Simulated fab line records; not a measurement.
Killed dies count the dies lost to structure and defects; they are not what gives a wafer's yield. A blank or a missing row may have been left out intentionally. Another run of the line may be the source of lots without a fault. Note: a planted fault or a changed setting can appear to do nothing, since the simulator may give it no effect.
A lot that was struck, set against a sound lot    flow gf180mcu    15 steps out of a route of 602
Sound: the wafers L748.1, L748.4, L748.6. Wafers struck: L760.4, L760.5, L760.6. The cause is given at the end.
Per side, at each step with rows, come the tool, then ch with its chambers, and then its first start. Under that, the readings that differ: sound wafers    struck wafers    difference of the means    sigmas: that difference in standard deviations of wafers without a fault.
alike: words and numbers the same on both sides, and readings whose means are apart by under 2 such deviations; not compared: readings that were withheld, readings missing a value for some wafer, numbers with overlapping values and no deviation given by the record, and bounds like >300 which may hide the same value.
The two part at a step that has a row with sigmas, a row that says differs or no value, or rows on one side only. Numbers that don't overlap but have no deviation are shown without sigmas and don't part them. A reading that every wafer of one side lacks parts them only if that side has two wafers or more.

first, 2 steps without rows for these wafers: GF_MVPSD_IMPLANT_08; GF_MVPSD_IMPLANT_09.
GF_MVPSD_STRIP_10: strips in O2/N2.
  sound on plasmaAsher-02 ch 0,1, day 5 18:34; struck on plasmaAsher-04 ch 0,1, day 8 16:37
  alike: drypumpMotorCurrentA, heaterPowerW, o2FlowSccm, oesProductAu, stripTimeToEndpointS
  not compared: rfHoursCounterH
GF_MVPSD_TW_MEAS_11:
  sound: filmMetro-04 at day 5 18:41; struck: filmMetro-04 at day 8 16:43
  alike: MVPSD_TW
then, 7 steps without rows for these wafers: GF_VT_IMPLANT_DEHYDRATE_00 (time 60 s); GF_VT_IMPLANT_HMDS_01 (prime time 60 s); GF_VT_IMPLANT_COAT_02 (resist thk 1000 nm); GF_VT_IMPLANT_SOFTBAKE_03 (time 60 s); GF_VT_IMPLANT_EXPOSE_04 (exposes mask LVPWELL LV AREA, target cd 600 nm); GF_VT_IMPLANT_PEB_05; GF_VT_IMPLANT_DEVELOP_06 (develop time 60 s).
GF_VT_IMPLANT_OVL_MEAS_07:
  sound: overlay-02 at day 6 09:15; struck: overlay-01 at day 9 09:36
  alike: VT_IMPLANT_OVL
GF_VT_IMPLANT_IMPLANT_08:
  sound on implanter-01 ch 0, day 6 09:17; struck on implanter-01 ch 0, day 9 09:41
reading            sound              struck             difference  sigmas
tiltDeg (degrees)  7.001 6.970 6.997  6.018 6.010 5.961  -0.993      -47
GF_VT_IMPLANT_STRIP_09: strips in O2/N2.
  sound on plasmaAsher-04 ch 0,1, day 6 09:26; struck on plasmaAsher-03 ch 0,1, day 9 09:48
reading           sound        struck       difference  sigmas
heaterPowerW (W)  353 409 396  313 305 303  -79         -2
  alike: drypumpMotorCurrentA, o2FlowSccm, oesProductAu, stripTimeToEndpointS
  not compared: rfHoursCounterH
following that, these wafers have no rows for 1 step: GF_PASSIVATION_PROBE_99.

== WHERE THEY PART ==
At GF_VT_IMPLANT_IMPLANT_08 first; at GF_VT_IMPLANT_STRIP_09 last (within this record only).

WHY: the cause the simulator had injected
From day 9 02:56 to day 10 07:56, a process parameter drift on implanter-01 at GF_VT_IMPLANT_IMPLANT_08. Setting tiltDeg, moved by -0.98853, from 7. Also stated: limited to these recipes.
